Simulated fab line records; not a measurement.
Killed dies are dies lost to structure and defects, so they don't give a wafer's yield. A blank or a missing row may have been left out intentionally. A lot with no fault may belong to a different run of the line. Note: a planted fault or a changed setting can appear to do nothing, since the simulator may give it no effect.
Which tool is to blame?	flow sky130	Sampling: 24 lots, 72 wafers, 6 of 708 route steps

== WHAT EACH GAUGE READ, for each wafer ==
SKY_VT_ADJUST_NCORE_OVL_MEAS_08.
lot	measured	on	VT_ADJUST_NCORE_OVL (nm)
L074	day 8 14:50	overlay-01	-0.4 -0.5 -1.4
L075	day 8 15:47	overlay-02	1.1 -1.7 -0.3
L076	day 9 05:34	overlay-02	0.0 -0.4 0.1
L077	day 10 05:58	overlay-02	0.2 1.7 -0.9
L078	day 10 09:13	overlay-01	1.3 -0.8 0.0
L079	day 10 12:41	overlay-01	-2.3 -2.3 -2.2
L081	day 10 23:11	overlay-02	0.6 -0.3 1.4
L080	day 11 00:34	overlay-01	-3.1 -2.2 -2.5
L082	day 11 17:33	overlay-01	-0.2 -1.5 -0.6
L083	day 11 22:23	overlay-02	2.7 -0.6 1.7
L084	day 11 22:55	overlay-02	-1.6 -1.0 -1.9
L085	day 11 23:02	overlay-01	0.2 -1.2 0.3
L086	day 12 04:26	overlay-01	3.2 0.0 1.1
L087	day 13 01:35	overlay-02	1.2 1.0 0.7
L088	day 13 02:52	overlay-02	-3.1 -0.7 -1.9
L089	day 13 09:07	overlay-01	-2.3 -2.3 -0.9
L090	day 13 16:37	overlay-01	-0.7 0.0 0.1
L091	day 13 18:22	overlay-01	-0.7 -2.4 -0.3
L092	day 13 20:58	overlay-01	0.2 0.1 0.4
L093	day 14 08:34	overlay-02	1.7 -0.2 2.5
L094	day 14 11:01	overlay-01	-2.1 -1.5 -0.6
L095	day 14 22:25	overlay-01	0.0 1.8 -2.1
L096	day 15 02:43	overlay-02	3.7 -0.2 0.9
L097	day 15 10:40	overlay-02	0.6 1.2 0.0

SKY_METAL2_OVL_MEAS_16.
lot	measured	on	METAL2_OVL (nm)
L074	day 35 06:04	overlay-02	-5 -7 -5
L075	day 35 10:52	overlay-02	-4 2 0
L076	day 35 21:31	overlay-01	-2 -12 -6
L077	day 36 23:22	overlay-01	-1 -5 6
L078	day 37 05:36	overlay-02	-4 5 0
L079	day 37 15:16	overlay-01	4 -1 2
L081	day 37 22:28	overlay-01	-5 -9 -4
L080	day 38 00:08	overlay-01	-1 1 -8
L082	day 38 16:35	overlay-02	0 0 2
L083	day 38 22:09	overlay-01	-1 3 -1
L084	day 38 19:36	overlay-02	6 -1 -4
L085	day 39 01:46	overlay-02	-4 8 7
L086	day 39 06:53	overlay-02	-5 -4 1
L087	day 40 02:40	overlay-01	7 8 13
L088	day 40 04:10	overlay-02	-4 -4 -11
L089	day 40 09:03	overlay-01	-4 0 -13
L090	day 40 12:46	overlay-02	3 1 6
L091	day 40 15:15	overlay-02	-2 3 2
L092	day 40 17:09	overlay-02	-7 -10 -4
L093	day 41 06:07	overlay-02	-3 7 11
L094	day 41 11:52	overlay-02	8 4 6
L095	day 41 23:37	overlay-01	-7 -8 4
L096	day 42 00:18	overlay-01	-3 -10 1
L097	day 42 01:49	overlay-02	-4 -13 -11

SKY_VIA2_OVL_MEAS_13.
lot	measured	on	VIA2_OVL (nm)
L074	day 36 09:53	overlay-01	-4 -17 -6
L075	day 36 14:49	overlay-02	-5 7 -6
L076	day 37 00:52	overlay-01	-6 1 1
L077	day 38 03:02	overlay-02	-6 -2 -10
L078	day 38 09:32	overlay-02	-8 -2 2
L079	day 38 18:46	overlay-01	2 2 0
L081	day 39 01:23	overlay-02	5 -3 1
L080	day 39 03:38	overlay-02	12 2 7
L082	day 39 19:12	overlay-01	6 11 8
L083	day 39 23:47	overlay-01	1 4 2
L084	day 39 21:59	overlay-01	7 1 5
L085	day 40 04:04	overlay-02	0 -1 -3
L086	day 40 09:05	overlay-02	2 -4 0
L087	day 41 04:28	overlay-02	-2 12 -5
L088	day 41 06:11	overlay-01	0 5 5
L089	day 41 10:33	overlay-01	10 -3 0
L090	day 41 13:28	overlay-01	13 6 1
L091	day 41 16:39	overlay-02	7 0 6
L092	day 41 18:21	overlay-01	1 2 2
L093	day 42 06:26	overlay-01	-5 7 8
L094	day 42 12:29	overlay-02	4 1 -3
L095	day 43 00:05	overlay-01	6 1 -2
L096	day 43 00:47	overlay-01	-1 -2 -1
L097	day 43 02:07	overlay-02	5 3 2

SKY_VIA2_THK_MEAS_23: measures by xrf.
lot	measured	on	VIA2_W_THK (nm)
L074	day 36 10:55	film metro-03	417 419 422
L075	day 36 15:52	film metro-02	423 427 417
L076	day 37 01:55	film metro-03	414 417 414
L077	day 38 04:04	film metro-01	429 429 422
L078	day 38 10:34	film metro-02	414 417 425
L079	day 38 19:49	film metro-03	417 421 414
L081	day 39 02:26	film metro-01	422 428 426
L080	day 39 04:49	film metro-02	415 412 410
L082	day 39 20:16	film metro-03	422 414 417
L083	day 40 00:49	film metro-03	422 415 420
L084	day 39 23:03	film metro-03	420 416 419
L085	day 40 05:07	film metro-01	423 427 433
L086	day 40 10:11	film metro-01	436 432 440
L087	day 41 05:31	film metro-01	438 433 431
L088	day 41 07:14	film metro-02	419 424 407
L089	day 41 11:42	film metro-03	419 425 432
L090	day 41 14:37	film metro-02	418 420 416
L091	day 41 17:44	film metro-01	428 425 423
L092	day 41 19:24	film metro-02	413 415 416
L093	day 42 07:29	film metro-01	430 435 444
L094	day 42 13:32	film metro-02	414 417 419
L095	day 43 01:08	film metro-02	418 413 408
L096	day 43 01:50	film metro-01	437 441 436
L097	day 43 03:10	film metro-02	405 414 416

SKY_METAL3_CD_MEAS_13: the cd target is 300 nm.
lot	measured	on	cd nm (nm)
L074	day 38 15:46	cd sem-02	298.7 298.6 299.2
L075	day 38 20:14	cd sem-02	298.5 298.0 297.5
L076	day 39 06:59	cd sem-02	300.5 301.8 302.2
L077	day 40 07:23	cd sem-01	299.7 300.2 299.2
L078	day 40 13:40	cd sem-01	301.8 299.8 300.7
L079	day 40 21:50	cd sem-01	302.0 301.4 301.0
L081	day 41 04:24	cd sem-01	298.2 298.3 298.5
L080	day 41 07:01	cd sem-02	298.0 297.1 298.5
L082	day 41 21:20	cd sem-01	300.3 299.8 300.7
L083	day 42 02:08	cd sem-01	299.2 298.8 297.4
L084	day 41 23:50	cd sem-02	297.5 297.3 297.3
L085	day 42 05:07	cd sem-01	301.0 301.8 300.2
L086	day 42 10:58	cd sem-02	299.5 301.8 301.0
L087	day 43 03:53	cd sem-02	299.2 299.4 300.4
L088	day 43 07:20	cd sem-02	298.5 298.2 298.3
L089	day 43 11:16	cd sem-02	300.0 300.4 300.6
L090	day 43 13:54	cd sem-01	296.2 297.0 297.1
L091	day 43 17:12	cd sem-02	301.1 300.7 299.6
L092	day 43 19:11	cd sem-02	298.7 299.9 298.8
L093	day 44 05:45	cd sem-02	299.8 300.1 300.2
L094	day 44 11:45	cd sem-02	299.4 300.7 299.5
L095	day 44 23:20	cd sem-02	300.3 299.9 300.0
L096	day 45 01:05	cd sem-02	296.6 299.7 296.8
L097	day 45 01:27	cd sem-01	302.2 302.2 302.2

== WHICH TOOL RAN EACH LOT (tool, then ch and the chambers of the sampled wafers, then the start) ==
lot	SKY_VIA2_ETCH_14
L074	rie diel-04 ch 1,2,3, day 36 09:55
L075	rie diel-02 ch 0,1,3, day 36 14:50
L076	rie diel-02 ch 0,1,2, day 37 00:53
L077	rie diel-04 ch 0,3, day 38 03:04
L078	rie diel-01 ch 1,2,3, day 38 09:34
L079	rie diel-02 ch 0,1, day 38 18:47
L081	rie diel-04 ch 1,2, day 39 01:25
L080	rie diel-02 ch 2,3, day 39 03:38
L082	rie diel-01 ch 2,3, day 39 19:13
L083	rie diel-02 ch 0,3, day 39 23:49
L084	rie diel-04 ch 0,2,3, day 39 22:01
L085	rie diel-02 ch 0,2,3, day 40 04:05
L086	rie diel-02 ch 1,2, day 40 09:07
L087	rie diel-01 ch 0,2, day 41 04:29
L088	rie diel-04 ch 0,1,2, day 41 06:13
L089	rie diel-04 ch 0,2, day 41 10:35
L090	rie diel-04 ch 0,1,2, day 41 13:29
L091	rie diel-04 ch 0,1, day 41 16:41
L092	rie diel-04 ch 0,1,3, day 41 18:23
L093	rie diel-04 ch 0,1,3, day 42 06:28
L094	rie diel-01 ch 0,3, day 42 12:31
L095	rie diel-01 ch 1,3, day 43 00:07
L096	rie diel-02 ch 0,1,3, day 43 00:49
L097	rie diel-04 ch 2,3, day 43 02:08
- SKY_VIA2_ETCH_14: etches BARC in N2/H2, stops on SiO2, time 45.9 s, target depth 60 nm.

== AS READ BY THE TOOLS THEMSELVES (means over the sampled wafers that have a number; for cases with no such wafer, the mark the record gives instead) ==
SKY_VIA2_ETCH_14.
lot	tool	drypump motor current A (A)	n2 flow sccm (sccm)	oes product au (a.u.)	rf fwd power W (W)	throttle valve pct (%)
L074	rie diel-04	6.1	99.97	0.857	491.5	13.227
L075	rie diel-02	6.1	99.92	0.856	495.6	13.229
L076	rie diel-02	6.1	99.93	0.856	494.8	13.232
L077	rie diel-04	5.9	100.28	0.854	495.4	13.222
L078	rie diel-01	5.3	100.09	0.853	493.4	13.217
L079	rie diel-02	6.1	100.12	0.851	495.7	13.224
L081	rie diel-04	6.3	99.57	0.850	490.1	13.230
L080	rie diel-02	6.2	99.85	0.857	492.7	13.222
L082	rie diel-01	5.3	100.19	0.850	492.8	13.224
L083	rie diel-02	6.0	100.07	0.856	493.0	13.228
L084	rie diel-04	6.1	100.20	0.854	491.9	13.224
L085	rie diel-02	6.1	99.81	0.856	494.2	13.229
L086	rie diel-02	6.2	99.80	0.852	496.7	13.231
L087	rie diel-01	5.6	99.96	0.852	495.8	13.225
L088	rie diel-04	6.2	99.92	0.858	492.4	13.223
L089	rie diel-04	6.3	99.97	0.854	491.7	13.225
L090	rie diel-04	6.1	100.01	0.858	494.0	13.232
L091	rie diel-04	6.0	99.99	0.857	494.7	13.222
L092	rie diel-04	5.9	100.04	0.853	495.4	13.216
L093	rie diel-04	5.9	99.99	0.856	494.9	13.222
L094	rie diel-01	5.8	99.66	0.847	493.4	13.233
L095	rie diel-01	5.4	100.17	0.854	490.5	13.225
L096	rie diel-02	6.1	99.80	0.854	493.9	13.223
L097	rie diel-04	6.2	99.43	0.848	492.2	13.230

== THE ANSWER, worked out from the rows above alone ==
Rule: usual is defined by the lots themselves. The widest of any qualifying gaps counts: lots, ordered by their means at a reading, are off when they make up no more than a third of the lots, leave a main group of 4 or more, and stand apart from it by 3 or more times the standard deviation of that group's means. Not used: any main group whose means are identical at the precision the tables above print for the reading. Also off: a lot with no number at a reading for which 4 or more lots have one. Any other lot the step has rows for is counted as sound. Order of review: gauges by route order, followed by the tools' own readings, for which a lot's mean as printed above is used. The first step at which some lot is off is used, and at that step the reading that is off furthest; a lot without a number counts as furthest.
No lot is off at any reading shown: from this, nothing can be told.

== WHAT HAD BEEN PUT IN BY THE SIMULATOR ==
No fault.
